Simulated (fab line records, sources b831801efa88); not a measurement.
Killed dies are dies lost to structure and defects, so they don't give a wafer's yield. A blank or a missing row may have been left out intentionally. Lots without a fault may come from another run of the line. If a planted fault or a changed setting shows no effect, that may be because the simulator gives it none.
fab line records | flow sky130
record lots=12 | wafers=36 | lastDay=50
route steps=708 shown FIELD_ISO@15 NWELL@33 DNWELL@43 VT_ADJUST_HVTP@92
lots untouched by any fault: they come from a run of this same line in which no faults occurred
startH: the number of hours between the record's first day and the start of the first shown wafer of the lot | waitH: hours since the lot's step before | " identical to the entry in the row above | L1.1+2: a row that stands for several wafers | - no value, or no start given | * or withheld: withheld | < > ~ a bound
route shown NAME@n: NAME is a module with steps in the file, n the number in the route of the first one | usual: average and standard deviation across the fault-free wafers | same: alike in all rows | chamber/n: place in a boat | sites: the reading at each site | _std_site: standard deviation across them | _edge_site: mean of outer sites minus mean of inner sites | radiusMm: how far each site lies from the wafer's centre | mask NAME#n: copy n | behind: the last tool/chamber to shape the wafer | hold: the reason the lot was held/the length of the hold in hours/how it ended | device: transistor that didn't switch, given as n, p or np | end of line: the same wafers' tests at the end of the route | where a step has no rows: the recipe by itself | killed: not the wafer's yield, but the dies lost to structure and defects at the first sort | map: shows each die of a wafer: x if killed, . if not, _ if none is there
set.NAME: the setting that was run; set.NAME@STEP: the one run at that earlier step | model.NAME: the simulator's own value behind a step, which no gauge read
route steps across a sampled set of lots; one table per step, one row per wafer
services: the hour from which a tool's chamber was out of use, counted from the record's first day as startH (under 0 if before that day), plus the number of hours and why
## steps
# step SKY_FIELD_ISO_ETCH_14
# recipe chemistry=N2/H2 | target=BARC | ionEnergyEv=200 | sourceW=500 | biasW=100 | pressureMtorr=30 | n2FlowSccm=100 | h2FlowSccm=200 | stopOn=SiO2 | timeS=45.9 | targetDepthA=600
# usual drypumpMotorCurrentA=5.7/0.64 | oesProductAu=0.854/0.0046 | throttleValvePct=13.224/0.009
lot.wafer | tool       | chamber | startH | waitH | drypumpMotorCurrentA | oesProductAu | rfHoursCounterH | throttleValvePct
L170.2    | rieDiel-04 | 0       | 33.97  | 0.1   | 6.3                  | 0.857        | 1               | 13.246
L170.3    | "          | 3       | "      | "     | 6.2                  | 0.852        | 12              | 13.225
L170.4    | "          | 0       | "      | "     | 6.3                  | 0.849        | -               | 13.229
L171.3    | rieDiel-04 | 0       | 39.42  | 0.1   | 6.3                  | 0.853        | 1               | 13.217
L171.4    | "          | 0       | "      | "     | 6.3                  | 0.848        | -               | 13.220
L171.6    | "          | 1       | "      | "     | 5.6                  | 0.853        | -               | 13.225
L175.2    | rieDiel-03 | 1       | 59.88  | 0.1   | 5.4                  | 0.850        | 66              | 13.226
L175.4    | "          | 2       | "      | "     | 6.8                  | 0.850        | 148             | 13.225
L175.6    | "          | 1       | "      | "     | 5.4                  | 0.860        | -               | 13.206
L176.3    | rieDiel-03 | 2       | 64.68  | 0.1   | 6.7                  | 0.855        | 149             | 13.217
L176.4    | "          | 3       | "      | "     | 4.8                  | 0.852        | -               | 13.215
L176.6    | "          | 2       | "      | "     | 6.7                  | 0.849        | -               | 13.218
L177.1    | rieDiel-03 | 2       | 70.43  | 0.1   | 6.8                  | 0.856        | 149             | 13.225
L177.3    | "          | 0       | "      | "     | 4.9                  | 0.869        | 89              | 13.217
L177.4    | "          | 3       | "      | "     | 4.9                  | 0.857        | -               | 13.226
L178.1    | rieDiel-02 | 0       | 75.23  | 0.1   | 6.1                  | 0.858        | 6               | 13.207
L178.3    | "          | 2       | "      | "     | 5.4                  | 0.853        | 16              | 13.226
L178.5    | "          | 0       | "      | "     | 6.1                  | 0.844        | -               | 13.225
L179.2    | rieDiel-03 | 2       | 80.00  | 0.1   | 6.8                  | 0.850        | 149             | 13.224
L179.4    | "          | 3       | "      | "     | 4.9                  | 0.849        | 62              | 13.214
L179.6    | "          | 3       | "      | "     | 4.9                  | 0.845        | -               | 13.224
L180.1    | rieDiel-03 | 2       | 87.00  | 0.1   | 6.7                  | 0.853        | 149             | 13.243
L180.2    | "          | 1       | "      | "     | 5.4                  | 0.852        | 67              | 13.234
L180.6    | "          | 0       | "      | "     | 4.9                  | 0.852        | -               | 13.226
L181.1    | rieDiel-04 | 3       | 91.20  | 0.1   | 6.1                  | 0.854        | 13              | 13.213
L181.4    | "          | 2       | "      | "     | 5.7                  | 0.852        | 1               | 13.214
L181.5    | "          | 1       | "      | "     | 5.6                  | 0.851        | -               | 13.224
L182.3    | rieDiel-03 | 2       | 96.35  | 0.1   | 6.8                  | 0.854        | 149             | 13.232
L182.4    | "          | 0       | "      | "     | 4.9                  | 0.853        | 90              | 13.217
L182.5    | "          | 3       | "      | "     | 4.9                  | 0.855        | -               | 13.227
L189.1    | rieDiel-03 | 2       | 134.47 | 0.1   | 6.7                  | 0.854        | 150             | 13.214
L189.5    | "          | 1       | "      | "     | 5.4                  | 0.851        | -               | 13.217
L189.6    | "          | 2       | "      | "     | 6.8                  | 0.844        | -               | 13.223
L190.3    | rieDiel-04 | 2       | 139.05 | 0.1   | 5.7                  | 0.852        | 2               | 13.228
L190.4    | "          | 0       | "      | "     | 6.3                  | 0.853        | 3               | 13.242
L190.6    | "          | 3       | "      | "     | 6.1                  | 0.859        | -               | 13.226
# step SKY_NWELL_OXIDATION_01
# recipe tempC=900 | ambient=O2 | stabiliseS=600 | purgeS=300 | targetThkA=100 | oxTimeS=1418
# same stabiliseS=600
lot.wafer  | tool       | chamber | startH | waitH
L170.2+3+4 | furnace-01 | 0       | 39.48  | 0.0
L171.3+4+6 | furnace-02 | 0       | 44.80  | 0.0
L175.2+4+6 | furnace-02 | 0       | 67.30  | 2.0
L176.3+4+6 | furnace-02 | 0       | 71.71  | 0.6
L177.1+3+4 | furnace-01 | 0       | 75.53  | 0.0
L178.1+3+5 | furnace-01 | 0       | 80.41  | 0.0
L179.2+4+6 | furnace-02 | 0       | 87.00  | 1.2
L180.1+2+6 | furnace-01 | 0       | 92.02  | 0.5
L180.1+2+6 | furnace-02 | 0       | 93.73  | 0.3
L181.1+4+5 | furnace-02 | 0       | 99.34  | 1.8
L182.3+4+5 | furnace-01 | 0       | 104.70 | 1.7
L189.1+5+6 | furnace-01 | 0       | 141.29 | 1.2
L189.1+5+6 | furnace-02 | 0       | 143.40 | 0.7
L190.3+4+6 | furnace-01 | 0       | 145.71 | 0.6
# step SKY_NWELL_THK_MEAS_02
# recipe reads=SiO2_of_NWELL_OXIDATION_01
# usual NWELL_OXIDATION_THK=10.07/0.14
lot.wafer | tool         | chamber | startH | waitH | NWELL_OXIDATION_THK[nm]
L170.2    | filmMetro-01 | -       | 40.88  | 0.0   | 10.10
L170.3    | "            | -       | "      | "     | 10.10
L170.4    | "            | -       | "      | "     | 10.06
L171.3    | filmMetro-04 | -       | 46.22  | 0.0   | 9.90
L171.4    | "            | -       | "      | "     | 9.97
L171.6    | "            | -       | "      | "     | 10.10
L175.2    | filmMetro-03 | -       | 68.71  | 0.0   | 10.03
L175.4    | "            | -       | "      | "     | 10.07
L175.6    | "            | -       | "      | "     | 9.97
L176.3    | filmMetro-04 | -       | 73.12  | 0.0   | 10.15
L176.4    | "            | -       | "      | "     | 10.11
L176.6    | "            | -       | "      | "     | 10.29
L177.1    | filmMetro-01 | -       | 76.92  | 0.0   | 10.07
L177.3    | "            | -       | "      | "     | 10.22
L177.4    | "            | -       | "      | "     | 10.20
L178.1    | filmMetro-01 | -       | 81.80  | 0.0   | 9.88
L178.3    | "            | -       | "      | "     | 9.99
L178.5    | "            | -       | "      | "     | 9.84
L179.2    | filmMetro-03 | -       | 88.40  | 0.0   | 9.98
L179.4    | "            | -       | "      | "     | 9.94
L179.6    | "            | -       | "      | "     | 10.16
L180.1    | filmMetro-04 | -       | 95.12  | 0.0   | 16.52
L180.2    | "            | -       | "      | "     | 16.54
L180.6    | "            | -       | "      | "     | 16.45
L180.1    | filmMetro-04 | -       | 95.44  | 0.3   | 16.51
L180.2    | "            | -       | "      | "     | 16.53
L180.6    | "            | -       | "      | "     | 16.42
L181.1    | filmMetro-04 | -       | 100.74 | 0.0   | 9.93
L181.4    | "            | -       | "      | "     | 9.87
L181.5    | "            | -       | "      | "     | 9.73
L182.3    | filmMetro-03 | -       | 106.12 | 0.0   | 9.70
L182.4    | "            | -       | "      | "     | 9.78
L182.5    | "            | -       | "      | "     | 9.89
L189.1    | filmMetro-03 | -       | 144.87 | 0.1   | 16.23
L189.5    | "            | -       | "      | "     | 16.64
L189.6    | "            | -       | "      | "     | 16.24
L189.1    | filmMetro-03 | -       | 145.12 | 0.2   | 16.19
L189.5    | "            | -       | "      | "     | 16.60
L189.6    | "            | -       | "      | "     | 16.12
L190.3    | filmMetro-04 | -       | 147.13 | 0.0   | 9.88
L190.4    | "            | -       | "      | "     | 9.99
L190.6    | "            | -       | "      | "     | 10.03
# step SKY_DNWELL_STRIP_08
# recipe chemistry=O2/N2 | powerW=1400 | pressureMtorr=1500 | platenTempC=withheld | o2FlowSccm=3000 | n2FlowSccm=300 | overashFraction=0.5
# usual drypumpMotorCurrentA=5.73/0.23 | oesProductAu=0.722/0.0044 | stripTimeToEndpointS=36.95/0.094
lot.wafer | tool           | chamber | startH | waitH | drypumpMotorCurrentA | oesProductAu | rfHoursCounterH | stripTimeToEndpointS
L170.2    | plasmaAsher-02 | 1       | 57.33  | 0.1   | 5.57                 | 0.715        | 35              | 36.98
L170.3    | "              | 1       | "      | "     | 5.55                 | 0.722        | -               | 36.83
L170.4    | "              | 0       | "      | "     | 5.41                 | 0.724        | -               | 36.93
L171.3    | plasmaAsher-01 | 1       | 61.15  | 0.1   | 5.99                 | 0.718        | -               | 36.81
L171.4    | "              | 0       | "      | "     | 5.54                 | 0.726        | -               | 36.93
L171.6    | "              | 0       | "      | "     | 5.55                 | 0.725        | -               | 37.01
L175.2    | plasmaAsher-02 | 0       | 86.01  | 0.1   | 5.43                 | 0.728        | 39              | 36.97
L175.4    | "              | 1       | "      | "     | 5.57                 | 0.732        | -               | 36.93
L175.6    | "              | 1       | "      | "     | 5.57                 | 0.720        | -               | 36.91
L176.3    | plasmaAsher-03 | 1       | 89.01  | 0.1   | 5.88                 | 0.721        | -               | 36.97
L176.4    | "              | 0       | "      | "     | 5.92                 | 0.716        | -               | 36.96
L176.6    | "              | 1       | "      | "     | 5.90                 | 0.724        | -               | 37.10
L177.1    | plasmaAsher-01 | 0       | 93.96  | 0.1   | 5.57                 | 0.723        | 44              | 37.07
L177.3    | "              | 1       | "      | "     | 5.98                 | 0.720        | -               | 36.97
L177.4    | "              | 0       | "      | "     | 5.58                 | 0.727        | -               | 36.84
L178.1    | plasmaAsher-02 | 1       | 98.56  | 0.1   | 5.57                 | 0.719        | 40              | 36.92
L178.3    | "              | 0       | "      | "     | 5.40                 | 0.724        | -               | 37.03
L178.5    | "              | 0       | "      | "     | 5.43                 | 0.726        | -               | 36.82
L179.2    | plasmaAsher-01 | 0       | 106.13 | 0.1   | 5.53                 | 0.722        | 45              | 36.94
L179.4    | "              | 1       | "      | "     | 6.03                 | 0.719        | -               | 36.93
L179.6    | "              | 0       | "      | "     | 5.58                 | 0.727        | -               | 36.86
L181.1    | plasmaAsher-03 | 0       | 117.71 | 0.1   | 5.93                 | 0.721        | 30              | 36.98
L181.4    | "              | 1       | "      | "     | 5.96                 | 0.725        | -               | 36.86
L181.5    | "              | 1       | "      | "     | 5.90                 | 0.727        | -               | 36.96
L182.3    | plasmaAsher-03 | 0       | 124.05 | 0.1   | 5.98                 | 0.720        | -               | 37.03
L182.4    | "              | 1       | "      | "     | 5.89                 | 0.728        | -               | 36.95
L182.5    | "              | 1       | "      | "     | 5.94                 | 0.722        | -               | 36.93
L189.1    | plasmaAsher-02 | 1       | 162.31 | 0.1   | 5.57                 | 0.728        | 4               | 36.64
L189.5    | "              | 1       | "      | "     | 5.57                 | 0.714        | -               | 36.81
L189.6    | "              | 0       | "      | "     | 5.41                 | 0.727        | -               | 36.85
L190.3    | plasmaAsher-01 | 0       | 167.00 | 0.1   | 5.55                 | 0.722        | -               | 37.04
L190.4    | "              | 1       | "      | "     | 6.01                 | 0.722        | -               | 37.07
L190.6    | "              | 1       | "      | "     | 6.00                 | 0.720        | -               | 37.17
# step SKY_NWELL_TW_MEAS_15
# usual NWELL_TW=1812/7.3
lot.wafer | tool         | chamber | startH | waitH | NWELL_TW
L170.2    | filmMetro-03 | -       | 90.26  | 0.1   | 1805
L170.3    | "            | -       | "      | "     | 1805
L170.4    | "            | -       | "      | "     | 1803
L171.3    | filmMetro-04 | -       | 99.14  | 0.1   | 1808
L171.4    | "            | -       | "      | "     | 1809
L171.6    | "            | -       | "      | "     | 1802
L175.2    | filmMetro-03 | -       | 120.96 | 0.1   | 1811
L175.4    | "            | -       | "      | "     | 1807
L175.6    | "            | -       | "      | "     | 1806
L176.3    | filmMetro-01 | -       | 124.82 | 0.1   | 1822
L176.4    | "            | -       | "      | "     | 1828
L176.6    | "            | -       | "      | "     | 1817
L177.1    | filmMetro-01 | -       | 130.38 | 0.1   | 1810
L177.3    | "            | -       | "      | "     | 1811
L177.4    | "            | -       | "      | "     | 1817
L178.1    | filmMetro-03 | -       | 135.63 | 0.1   | 1805
L178.3    | "            | -       | "      | "     | 1811
L178.5    | "            | -       | "      | "     | 1809
L179.2    | filmMetro-01 | -       | 144.31 | 0.1   | 1816
L179.4    | "            | -       | "      | "     | 1811
L179.6    | "            | -       | "      | "     | 1824
L181.1    | filmMetro-04 | -       | 157.65 | 0.1   | 1814
L181.4    | "            | -       | "      | "     | 1808
L181.5    | "            | -       | "      | "     | 1813
L182.3    | filmMetro-03 | -       | 164.02 | 0.1   | 1799
L182.4    | "            | -       | "      | "     | 1801
L182.5    | "            | -       | "      | "     | 1795
L189.1    | filmMetro-01 | -       | 204.80 | 0.1   | 1814
L189.5    | "            | -       | "      | "     | 1815
L189.6    | "            | -       | "      | "     | 1811
L189.1    | filmMetro-01 | -       | 205.03 | 0.2   | 1823
L189.5    | "            | -       | "      | "     | 1817
L189.6    | "            | -       | "      | "     | 1813
L190.3    | filmMetro-03 | -       | 210.97 | 0.1   | 1829
L190.4    | "            | -       | "      | "     | 1822
L190.6    | "            | -       | "      | "     | 1827
# step SKY_VT_ADJUST_HVTP_CD_MEAS_07
# recipe targetCdNm=380
# usual cdNm=378.7/2.5
lot.wafer | tool     | chamber | startH | waitH | cdNm
L170.2    | cdSem-02 | -       | 125.95 | 0.1   | 380.6
L170.3    | "        | -       | "      | "     | 382.1
L170.4    | "        | -       | "      | "     | 380.1
L171.3    | cdSem-01 | -       | 136.04 | 0.1   | 376.5
L171.4    | "        | -       | "      | "     | 377.6
L171.6    | "        | -       | "      | "     | 378.6
L175.2    | cdSem-01 | -       | 160.22 | 0.1   | 379.5
L175.4    | "        | -       | "      | "     | 379.9
L175.6    | "        | -       | "      | "     | 377.5
L176.3    | cdSem-01 | -       | 164.99 | 0.1   | 379.7
L176.4    | "        | -       | "      | "     | 382.0
L176.6    | "        | -       | "      | "     | 379.1
L177.1    | cdSem-01 | -       | 169.98 | 0.1   | 375.5
L177.3    | "        | -       | "      | "     | 374.0
L177.4    | "        | -       | "      | "     | 375.1
L178.1    | cdSem-02 | -       | 176.10 | 0.1   | 376.4
L178.3    | "        | -       | "      | "     | 378.9
L178.5    | "        | -       | "      | "     | 380.8
L179.2    | cdSem-02 | -       | 185.77 | 0.1   | 375.2
L179.4    | "        | -       | "      | "     | 374.3
L179.6    | "        | -       | "      | "     | 375.7
L181.1    | cdSem-02 | -       | 200.20 | 0.1   | 380.4
L181.4    | "        | -       | "      | "     | 380.9
L181.5    | "        | -       | "      | "     | 380.8
L182.3    | cdSem-02 | -       | 205.82 | 0.1   | 382.6
L182.4    | "        | -       | "      | "     | 381.4
L182.5    | "        | -       | "      | "     | 382.2
L190.3    | cdSem-02 | -       | 256.90 | 0.1   | 381.7
L190.4    | "        | -       | "      | "     | 377.2
L190.6    | "        | -       | "      | "     | 379.8
## services
tool           | chamber | startH | hours | kind
rieDiel-02     | 2       | 18.43  | 2.8   | repair
rieDiel-02     | 1       | 32.89  | 19.4  | repair
plasmaAsher-02 | -       | 33.49  | 1.4   | repair
rieDiel-04     | 2       | 33.51  | -     | clean
rieDiel-04     | 2       | 33.51  | 17.4  | scheduledDown
rieDiel-04     | 2       | 33.51  | 17.4  | ventCycle
plasmaAsher-03 | -       | 56.05  | 15.6  | pm
rieDiel-03     | 1       | 64.20  | 8.0   | repair
furnace-01     | -       | 94.94  | 3.1   | pm
rieDiel-04     | 3       | 97.70  | 2.9   | repair
plasmaAsher-02 | -       | 108.75 | 9.0   | pm
plasmaAsher-02 | 0       | 108.75 | 9.0   | ventCycle
plasmaAsher-02 | 1       | 108.75 | 9.0   | ventCycle
rieDiel-04     | 3       | 113.16 | 3.0   | repair
furnace-02     | -       | 115.93 | 4.2   | pm
plasmaAsher-02 | 0       | 117.75 | -     | clean
plasmaAsher-02 | 1       | 117.75 | -     | clean
rieDiel-04     | -       | 135.40 | 2.8   | pm
plasmaAsher-02 | -       | 163.06 | 2.0   | repair
## key
firstSign step=SKY_NWELL_OXIDATION_01 | reading=visit | direction=added
effect step=SKY_NWELL_THK_MEAS_02 | reading=visit | direction=added
effect step=SKY_NWELL_THK_MEAS_02 | reading=NWELL_OXIDATION_THK | direction=up | sigmas=45 | usual=10.07 | struck=16.43
metAt SKY_NWELL_OXIDATION_01
struckLots L180,L189
scrappedBehind SKY_NWELL_THK_MEAS_02 L180.1,L180.2,L180.6
scrappedBehind SKY_NWELL_TW_MEAS_15 L189.1,L189.5,L189.6
notActingAt SKY_FIELD_ISO_ETCH_14,SKY_DNWELL_STRIP_08,SKY_VT_ADJUST_HVTP_CD_MEAS_07
fault kind=repeatedStepWhole | tool=furnace-01,furnace-02 | chamber=- | onsetH=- | steps=SKY_NWELL_OXIDATION_01 | times=1 | scope=struckLotsOnly
